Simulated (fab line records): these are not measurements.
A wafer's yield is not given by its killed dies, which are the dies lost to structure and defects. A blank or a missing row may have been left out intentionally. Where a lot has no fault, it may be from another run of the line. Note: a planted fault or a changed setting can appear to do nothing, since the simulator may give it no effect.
fab line records	flow gf180mcu
[record] lots = 14	wafers = 42	last-day = 34
route steps=602 shown MVSD@73 HV_LDD@182
lots untouched by any fault: they come from a run of this same line in which no faults occurred
start-h: hours from the record's first day to the start of the lot's first wafer shown	wait-h: time in hours since the lot's previous step	" repeats the value in the row above	L1.1+2: several wafers, shown together as one row	- either no value or no given start	* or withheld: withheld	< > ~ a bound
route shown NAME@n: NAME is a module with steps in the file, n the number in the route of the first one	usual: the fault-free wafers' mean and standard deviation	same: alike in all rows	chamber/n: place in a boat	sites: each site's reading	_std_site: standard deviation across them	_edge_site: mean of outer sites minus mean of inner sites	radius-mm: how far each site lies from the wafer's centre	mask NAME#n: copy n	behind: the tool/chamber that last shaped the wafer	hold: cause of the lot's hold/its duration in hours/its outcome	device: which transistor (n, p or np) failed to switch	end of line: tests run on the same wafers once the route is complete	for a step that has no rows: nothing shown but its recipe	killed: dies lost to structure and defects at the first sort, not the wafer's yield	map: per-die view of a wafer (x killed, . not killed, _ where there is no die)
set.NAME: setting as actually run; set.NAME@STEP: the setting as run at that earlier step	model.NAME: the simulator's own value behind a step, which no gauge read
one table for each step of the route and one row for each wafer, over a sample of lots
services: when a tool's chamber went out of use (start-h, in hours from the record's first day, below 0 if earlier), for how many hours, and the reason
[[steps]]
[step GF_MVSD_OVL_MEAS_07]
[usual] MVSD_OVL = -1.3/1.2
lot.wafer	tool	chamber	start-h	wait-h	MVSD_OVL[nm]
L899.2	overlay-02	-	84.05	-	0.2
L899.3	"	-	"	"	-1.0
L899.6	"	-	"	"	-1.9
L900.1	overlay-02	-	89.05	-	-2.0
L900.2	"	-	"	"	-1.6
L900.3	"	-	"	"	-2.1
L902.2	overlay-02	-	103.84	-	0.2
L902.4	"	-	"	"	-0.5
L902.5	"	-	"	"	0.1
L904.1	overlay-02	-	113.19	-	-1.1
L904.4	"	-	"	"	-1.6
L904.5	"	-	"	"	-0.7
L905.4	overlay-02	-	117.15	-	-2.0
L905.5	"	-	"	"	-1.5
L905.6	"	-	"	"	-1.1
L906.2	overlay-01	-	124.20	-	-3.1
L906.3	"	-	"	"	-2.9
L906.4	"	-	"	"	-2.7
L915.2	overlay-01	-	178.70	-	-2.2
L915.4	"	-	"	"	-1.6
L915.6	"	-	"	"	-1.1
L916.1	overlay-01	-	182.89	-	-1.1
L916.3	"	-	"	"	1.1
L916.5	"	-	"	"	-0.6
L917.1	overlay-02	-	188.58	-	-2.1
L917.4	"	-	"	"	-1.4
L917.6	"	-	"	"	-2.3
L918.2	overlay-01	-	195.40	-	-0.5
L918.3	"	-	"	"	-2.3
L918.5	"	-	"	"	-1.7
L919.1	overlay-02	-	199.94	-	-0.6
L919.3	"	-	"	"	0.7
L919.5	"	-	"	"	0.9
L920.3	overlay-01	-	206.76	-	0.6
L920.5	"	-	"	"	-1.3
L920.6	"	-	"	"	-1.6
L921.1	overlay-02	-	213.84	-	-5.3
L921.5	"	-	"	"	-2.6
L921.6	"	-	"	"	-2.9
L922.2	overlay-01	-	218.74	-	1.3
L922.3	"	-	"	"	0.6
L922.6	"	-	"	"	0.5
[step GF_MVSD_STRIP_10]
[recipe] chemistry = O2/N2	power-w = 1400	pressure-mtorr = 1500	platen-temp-c = 250	o2-flow-sccm = 3000	n2-flow-sccm = 300	overash-fraction = 0.5
[usual] drypump-motor-current-A = 5.9/0.49	heater-power-w = 344/51	oes-product-au = 0.722/0.0044	strip-time-to-endpoint-s = 36.89/0.11
lot.wafer	tool	chamber	start-h	wait-h	drypump-motor-current-A	heater-power-w	oes-product-au	rf-hours-counter-h	strip-time-to-endpoint-s
L899.2	plasma-asher-02	1	84.38	0.1	6.6	397	0.728	45	37.19
L899.3	"	0	"	"	6.0	350	0.717	-	36.93
L899.6	"	1	"	"	6.6	405	0.710	-	37.07
L900.1	plasma-asher-01	0	89.38	0.1	4.9	290	0.717	44	36.75
L900.2	"	1	"	"	5.8	420	0.720	44	36.74
L900.3	"	1	"	"	5.8	425	0.720	-	36.83
L902.2	plasma-asher-02	0	104.17	0.1	6.0	338	0.722	47	36.83
L902.4	"	0	"	"	6.0	355	0.718	-	36.77
L902.5	"	1	"	"	6.6	387	0.726	-	36.80
L904.1	plasma-asher-02	0	113.83	0.2	6.0	349	0.729	49	36.94
L904.4	"	1	"	"	6.6	388	0.723	-	36.89
L904.5	"	0	"	"	6.0	350	0.719	-	36.97
L905.4	plasma-asher-04	0	117.50	0.1	5.5	345	0.716	-	36.74
L905.5	"	1	"	"	6.1	271	0.731	-	36.90
L905.6	"	0	"	"	5.6	344	0.726	-	36.75
L906.2	plasma-asher-01	0	124.53	0.1	4.9	288	0.720	1	36.85
L906.3	"	1	"	"	5.8	422	0.721	-	36.93
L906.4	"	0	"	"	4.9	289	0.722	-	36.98
L915.2	plasma-asher-01	1	179.03	0.1	5.8	424	0.725	5	36.91
L915.4	"	1	"	"	5.8	424	0.725	-	36.94
L915.6	"	1	"	"	5.8	418	0.719	-	36.81
L916.1	plasma-asher-04	1	183.23	0.1	6.1	274	0.722	42	36.78
L916.3	"	0	"	"	5.6	338	0.720	-	36.85
L916.5	"	0	"	"	5.6	337	0.726	-	36.92
L917.1	plasma-asher-02	1	188.92	0.1	6.6	401	0.722	57	37.07
L917.4	"	0	"	"	6.1	352	0.724	-	37.02
L917.6	"	1	"	"	6.6	394	0.721	-	36.99
L918.2	plasma-asher-02	1	195.73	0.1	6.6	381	0.714	58	36.65
L918.3	"	0	"	"	6.0	343	0.722	-	36.80
L918.5	"	0	"	"	6.0	355	0.738	-	36.85
L919.1	plasma-asher-02	1	200.28	0.1	6.6	384	0.724	58	36.87
L919.3	"	1	"	"	6.6	395	0.724	-	36.73
L919.5	"	1	"	"	6.6	397	0.721	-	36.84
L920.3	plasma-asher-04	1	207.11	0.1	6.1	272	0.722	-	36.96
L920.5	"	1	"	"	6.1	271	0.729	-	37.03
L920.6	"	0	"	"	5.6	351	0.721	-	37.01
L921.1	plasma-asher-02	1	214.18	0.1	6.6	399	0.720	60	36.86
L921.5	"	1	"	"	6.6	398	0.717	-	36.95
L921.6	"	0	"	"	6.0	348	0.730	-	36.83
L922.2	plasma-asher-02	1	219.07	0.1	6.6	381	0.720	61	36.98
L922.3	"	1	"	"	6.6	386	0.723	-	37.10
L922.6	"	1	"	"	6.6	389	0.725	-	37.04
[step GF_HV_LDD_DEVELOP_06]
[recipe] develop-time-s = 60	dev-temp-c = 23
lot.wafer	tool	chamber	start-h	wait-h
L899.2+3+6	litho-track-03	0	223.51	0.1
L900.1+2+3	litho-track-04	0	229.29	0.1
L902.2+4+5	litho-track-01	0	248.77	0.1
L904.1+4+5	litho-track-01	0	260.14	0.1
L905.4+5+6	litho-track-04	0	263.77	0.1
L906.2+3+4	litho-track-01	0	273.42	0.1
L915.2+4+6	litho-track-04	0	340.36	0.1
L916.1+3+5	litho-track-04	0	351.34	0.1
L917.1+4+6	litho-track-03	0	356.08	0.1
L918.2+3+5	litho-track-03	0	361.71	0.1
L919.1+3+5	litho-track-04	0	368.34	0.1
L920.3+5+6	litho-track-04	0	381.69	0.1
L921.1+5+6	litho-track-01	0	387.99	0.1
L922.2+3+6	litho-track-01	0	392.47	0.1
[step GF_HV_LDD_CD_MEAS_07]
[recipe] target-cd-nm = 400
[usual] cd-nm = 399.6/2.3
lot.wafer	tool	chamber	start-h	wait-h	hold	cd-nm
L899.2	cd-sem-02	-	223.65	0.1	-	398.3
L899.3	"	-	"	"	-	398.6
L899.6	"	-	"	"	-	397.1
L900.1	cd-sem-01	-	229.44	0.1	-	397.2
L900.2	"	-	"	"	-	399.2
L900.3	"	-	"	"	-	400.3
L902.2	cd-sem-01	-	248.91	0.1	-	399.6
L902.4	"	-	"	"	-	399.5
L902.5	"	-	"	"	-	399.2
L904.1	cd-sem-02	-	260.29	0.1	await-dispo/0.2h/release	224.7
L904.4	"	-	"	"	await-dispo/0.2h/release	396.2
L904.5	"	-	"	"	await-dispo/0.2h/release	397.6
L904.1	cd-sem-02	-	260.58	0.3	-	224.5
L904.4	"	-	"	"	-	396.0
L904.5	"	-	"	"	-	398.1
L905.4	cd-sem-01	-	263.90	0.1	-	401.6
L905.5	"	-	"	"	-	402.3
L905.6	"	-	"	"	-	402.0
L906.2	cd-sem-02	-	273.56	0.1	await-dispo/0.2h/release	398.4
L906.3	"	-	"	"	await-dispo/0.2h/release	222.3
L906.4	"	-	"	"	await-dispo/0.2h/release	397.8
L906.2	cd-sem-02	-	273.85	0.3	-	398.7
L906.3	"	-	"	"	-	222.3
L906.4	"	-	"	"	-	398.1
L915.2	cd-sem-01	-	340.51	0.1	-	403.2
L915.4	"	-	"	"	-	402.0
L915.6	"	-	"	"	-	404.7
L916.1	cd-sem-01	-	351.49	0.1	-	402.5
L916.3	"	-	"	"	-	405.1
L916.5	"	-	"	"	-	401.2
L917.1	cd-sem-01	-	356.23	0.1	-	401.0
L917.4	"	-	"	"	-	401.6
L917.6	"	-	"	"	-	400.8
L918.2	cd-sem-02	-	361.85	0.1	-	397.4
L918.3	"	-	"	"	-	399.0
L918.5	"	-	"	"	-	398.3
L919.1	cd-sem-02	-	368.49	0.1	-	398.0
L919.3	"	-	"	"	-	398.4
L919.5	"	-	"	"	-	398.8
L920.3	cd-sem-01	-	381.83	0.1	-	398.7
L920.5	"	-	"	"	-	397.0
L920.6	"	-	"	"	-	399.0
L921.1	cd-sem-02	-	388.14	0.1	-	398.8
L921.5	"	-	"	"	-	400.5
L921.6	"	-	"	"	-	398.1
L922.2	cd-sem-02	-	392.61	0.1	-	395.5
L922.3	"	-	"	"	-	397.2
L922.6	"	-	"	"	-	397.7
[step GF_HV_LDD_OVL_MEAS_32]
[usual] HV_LDD_02_OVL = 0.4/1.4
lot.wafer	tool	chamber	start-h	wait-h	HV_LDD_02_OVL[nm]
L899.2	overlay-01	-	262.27	0.1	1.9
L899.3	"	-	"	"	1.0
L899.6	"	-	"	"	2.2
L900.1	overlay-02	-	267.71	0.1	-1.0
L900.2	"	-	"	"	-0.3
L900.3	"	-	"	"	-0.4
L902.2	overlay-01	-	288.97	0.1	0.2
L902.4	"	-	"	"	-1.2
L902.5	"	-	"	"	-1.0
L904.1	overlay-01	-	300.31	0.1	0.3
L904.4	"	-	"	"	-0.1
L904.5	"	-	"	"	-0.3
L905.4	overlay-02	-	305.53	0.1	1.6
L905.5	"	-	"	"	2.0
L905.6	"	-	"	"	2.1
L906.2	overlay-02	-	316.27	0.1	0.1
L906.3	"	-	"	"	0.1
L906.4	"	-	"	"	0.4
L915.2	overlay-01	-	387.27	0.1	-1.3
L915.4	"	-	"	"	-0.2
L915.6	"	-	"	"	-0.1
L916.1	overlay-01	-	398.20	0.1	0.0
L916.3	"	-	"	"	0.7
L916.5	"	-	"	"	1.2
L917.1	overlay-02	-	402.70	0.1	0.4
L917.4	"	-	"	"	0.3
L917.6	"	-	"	"	-0.3
L918.2	overlay-02	-	408.91	0.1	2.6
L918.3	"	-	"	"	3.1
L918.5	"	-	"	"	3.2
L919.1	overlay-02	-	415.96	0.1	1.0
L919.3	"	-	"	"	2.2
L919.5	"	-	"	"	1.0
L920.3	overlay-01	-	429.92	0.1	1.9
L920.5	"	-	"	"	1.5
L920.6	"	-	"	"	1.1
L921.1	overlay-02	-	436.21	0.1	0.9
L921.5	"	-	"	"	1.9
L921.6	"	-	"	"	0.5
L922.2	overlay-02	-	440.86	0.1	-1.4
L922.3	"	-	"	"	0.9
L922.6	"	-	"	"	-0.4
[[services]]
tool	chamber	start-h	hours	kind
plasma-asher-01	-	108.75	9.0	pm
plasma-asher-01	0	108.75	9.0	vent-cycle
plasma-asher-01	1	108.75	9.0	vent-cycle
plasma-asher-01	0	117.75	-	clean
plasma-asher-01	1	117.75	-	clean
plasma-asher-04	-	128.32	2.9	repair
plasma-asher-01	-	143.98	14.6	pm
plasma-asher-04	-	214.12	9.7	repair
plasma-asher-04	-	243.27	5.0	repair
plasma-asher-01	-	354.38	2.8	pm
plasma-asher-01	-	369.13	6.1	repair
plasma-asher-01	-	374.88	0.7	repair
[[key]]
[first-sign] step = GF_HV_LDD_CD_MEAS_07	reading = visit	direction = added
[effect] step = GF_HV_LDD_CD_MEAS_07	reading = cd-nm	direction = down	sigmas = 76	usual = 399.6	struck = 223.5
met-at GF_HV_LDD_DEVELOP_06
struck-lots L904,L906
struck-wafers L904.1,L906.3
tester-left-out L904,L906
not-acting-at GF_MVSD_OVL_MEAS_07,GF_MVSD_STRIP_10,GF_HV_LDD_OVL_MEAS_32
[fault] kind = process-parameter-drift	tool = litho-track-01	chamber = -	onset-h = 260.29	steps = GF_HV_LDD_DEVELOP_06	channel = develop-time-s	offset = *	shape = step	end-h = 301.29	scope = struck-wafers-only	acts-in = *	stated = *
// tester-left-out: of these lots the tester's yield and bins aren't shown, on N5 and GAA mostly nor the transistor test; their killed dies are dies lost to structure and defects alone, not to doping, threshold or leakage, so they don't give the yield
